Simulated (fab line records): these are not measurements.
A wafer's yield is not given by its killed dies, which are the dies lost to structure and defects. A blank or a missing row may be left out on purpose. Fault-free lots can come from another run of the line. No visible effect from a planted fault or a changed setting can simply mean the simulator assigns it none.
Which tool is to blame? + flow sky130 + 13 lots, 39 wafers sampled, at 4 steps of a route of 708

== WHAT THE GAUGES READ, wafer by wafer ==
SKY_VT_ADJUST_NCORE_TW_MEAS_11.
| lot  | measured     | on            | VT_ADJUST_NCORE_TW |
|------|--------------|---------------|--------------------|
| L309 | day 8 13:32  | film metro-03 | 218.2 218.5 216.8  |
| L310 | day 8 23:33  | film metro-02 | 219.2 219.2 218.8  |
| L311 | day 9 09:58  | film metro-03 | 217.8 218.5 217.8  |
| L312 | day 9 12:53  | film metro-03 | 217.4 217.6 216.9  |
| L313 | day 9 17:20  | film metro-03 | 218.1 218.6 218.5  |
| L315 | day 10 09:49 | film metro-03 | 218.9 217.5 218.9  |
| L316 | day 10 20:45 | film metro-02 | 218.6 220.9 221.6  |
| L317 | day 10 23:52 | film metro-04 | 220.7 220.8 221.2  |
| L318 | day 11 09:19 | film metro-04 | 219.9 219.1 219.1  |
| L320 | day 11 20:41 | film metro-03 | 216.3 216.9 218.3  |
| L321 | day 12 04:17 | film metro-02 | 221.5 221.5 220.1  |
| L326 | day 13 15:36 | film metro-02 | 220.5 219.5 220.8  |
| L330 | day 14 22:31 | film metro-03 | 216.8 217.9 217.3  |

SKY_POLY_CUT_CD_MEAS_08: the cd target is 270 nm.
| lot  | measured     | on        | cd nm (nm)        |
|------|--------------|-----------|-------------------|
| L309 | day 24 06:16 | cd sem-02 | 270.6 270.2 270.8 |
| L310 | day 24 23:28 | cd sem-02 | 271.0 271.7 270.6 |
| L311 | day 25 07:48 | cd sem-01 | 267.3 267.8 267.1 |
| L312 | day 25 23:15 | cd sem-02 | 269.5 269.3 268.0 |
| L313 | day 26 00:57 | cd sem-02 | 268.3 267.7 270.1 |
| L315 | day 26 18:50 | cd sem-02 | 269.7 268.9 270.2 |
| L316 | day 27 06:25 | cd sem-02 | 270.7 271.2 270.3 |
| L317 | day 27 05:29 | cd sem-01 | 271.9 271.3 272.2 |
| L318 | day 27 20:03 | cd sem-02 | 269.8 268.6 269.2 |
| L320 | day 28 06:48 | cd sem-02 | 268.8 268.8 268.8 |
| L321 | day 28 18:36 | cd sem-01 | 268.9 267.9 269.1 |
| L326 | day 30 10:18 | cd sem-01 | 270.8 269.5 269.6 |
| L330 | day 31 23:40 | cd sem-01 | 270.4 268.7 271.2 |

== WHAT TOOL EACH LOT RAN ON (gives the tool, then ch and the chambers of the sampled wafers, and finally the start) ==
| lot  | SKY_FIELD_ISO_ETCH_14             | SKY_NWELL_IMPLANT_24            |
|------|-----------------------------------|---------------------------------|
| L309 | rie diel-04 ch 2,3, day 2 05:50   | implanter-04 ch 0, day 5 08:05  |
| L310 | rie diel-02 ch 0,2, day 2 10:20   | implanter-03 ch 0, day 5 15:19  |
| L311 | rie diel-02 ch 0,2, day 2 15:20   | implanter-04 ch 0, day 5 23:47  |
| L312 | rie diel-03 ch 0,1,2, day 2 20:14 | implanter-02 ch 0, day 6 03:35  |
| L313 | rie diel-04 ch 0,1, day 3 00:35   | implanter-03 ch 0, day 6 07:35  |
| L315 | rie diel-02 ch 0,1,3, day 3 14:29 | implanter-04 ch 0, day 6 20:04  |
| L316 | rie diel-02 ch 1,2,3, day 3 19:59 | implanter-02 ch 0, day 7 05:49  |
| L317 | rie diel-02 ch 1,3, day 4 00:17   | implanter-03 ch 0, day 7 07:59  |
| L318 | rie diel-02 ch 1,2, day 4 05:32   | implanter-03 ch 0, day 7 16:29  |
| L320 | rie diel-02 ch 0,1,2, day 4 14:11 | implanter-04 ch 0, day 8 00:55  |
| L321 | rie diel-02 ch 2,3, day 4 20:20   | implanter-02 ch 0, day 8 06:55  |
| L326 | rie diel-02 ch 0,1,3, day 5 20:47 | implanter-02 ch 0, day 9 14:26  |
| L330 | rie diel-02 ch 0,1,2, day 6 19:38 | implanter-02 ch 0, day 10 16:55 |
- SKY_FIELD_ISO_ETCH_14: etches BARC in N2/H2, stops on SiO2, time 45.9 s, target depth 60 nm.
- SKY_NWELL_IMPLANT_24

== WHAT THE TOOLS THEMSELVES READ (means of the sampled wafers that have a number; where no wafer has one, the mark that the record gives instead) ==
SKY_FIELD_ISO_ETCH_14.
| lot  | tool        | drypump motor current A (A) | oes product au (a.u.) | throttle valve pct (%) |
|------|-------------|-----------------------------|-----------------------|------------------------|
| L309 | rie diel-04 | 5.90                        | 0.848                 | 13.222                 |
| L310 | rie diel-02 | 5.74                        | 0.852                 | 13.220                 |
| L311 | rie diel-02 | 5.72                        | 0.853                 | 13.217                 |
| L312 | rie diel-03 | 6.21                        | 0.858                 | 13.230                 |
| L313 | rie diel-04 | 5.94                        | 0.855                 | 13.241                 |
| L315 | rie diel-02 | 5.96                        | 0.853                 | 13.233                 |
| L316 | rie diel-02 | 5.97                        | 0.854                 | 13.220                 |
| L317 | rie diel-02 | 6.06                        | 0.858                 | 13.231                 |
| L318 | rie diel-02 | 5.90                        | 0.853                 | 13.231                 |
| L320 | rie diel-02 | 5.82                        | 0.858                 | 13.221                 |
| L321 | rie diel-02 | 5.89                        | 0.859                 | 13.222                 |
| L326 | rie diel-02 | 5.95                        | 0.856                 | 13.226                 |
| L330 | rie diel-02 | 5.81                        | 0.857                 | 13.219                 |

SKY_NWELL_IMPLANT_24.
| lot  | tool         | beam energy keV | beam on s (s) |
|------|--------------|-----------------|---------------|
| L309 | implanter-04 | 139.96          | 10.10         |
| L310 | implanter-03 | 139.97          | 9.94          |
| L311 | implanter-04 | 139.98          | 10.06         |
| L312 | implanter-02 | 140.00          | 9.97          |
| L313 | implanter-03 | 139.99          | 9.81          |
| L315 | implanter-04 | 140.02          | 10.00         |
| L316 | implanter-02 | 140.04          | 9.95          |
| L317 | implanter-03 | 140.04          | 10.24         |
| L318 | implanter-03 | 139.98          | 10.18         |
| L320 | implanter-04 | 139.99          | 10.20         |
| L321 | implanter-02 | 140.02          | 10.23         |
| L326 | implanter-02 | 127.19          | 10.03         |
| L330 | implanter-02 | 127.26          | 9.82          |

== THE ANSWER, worked out from the rows above alone ==
Rule: what is usual is taken from the lots themselves. Put in order of their means at a reading, lots are off if they are a third of the lots or fewer, leave a main group of 4 or more, and stand apart from it by a gap of 3 or more times the standard deviation of the main group's means; of several such gaps the widest counts. A main group is skipped when, at the precision printed for the reading in the tables above, its means are all equal. A lot without any number at a reading at which 4 lots or more have one is off too. The other lots that the step has rows for count as sound. First the gauges in route order, then the tools' own readings, where a lot's mean is used as printed above. At the first step where some lot is off, the reading lying furthest off is the one used; lots without a number count as furthest.
Off, at SKY_NWELL_IMPLANT_24 on beam energy keV: L326, L330. Mean 140.00 and standard deviation 0.026 in the main group.
If a tool, at that step or one of the process steps before it, ran each lot that is off and ran no sound lot following the first of them, it fits. This does not decide it: 2 tools fit, namely rie diel-02 at SKY_FIELD_ISO_ETCH_14 and implanter-02 at SKY_NWELL_IMPLANT_24.

== WHAT THE SIMULATOR HAD PUT IN ==
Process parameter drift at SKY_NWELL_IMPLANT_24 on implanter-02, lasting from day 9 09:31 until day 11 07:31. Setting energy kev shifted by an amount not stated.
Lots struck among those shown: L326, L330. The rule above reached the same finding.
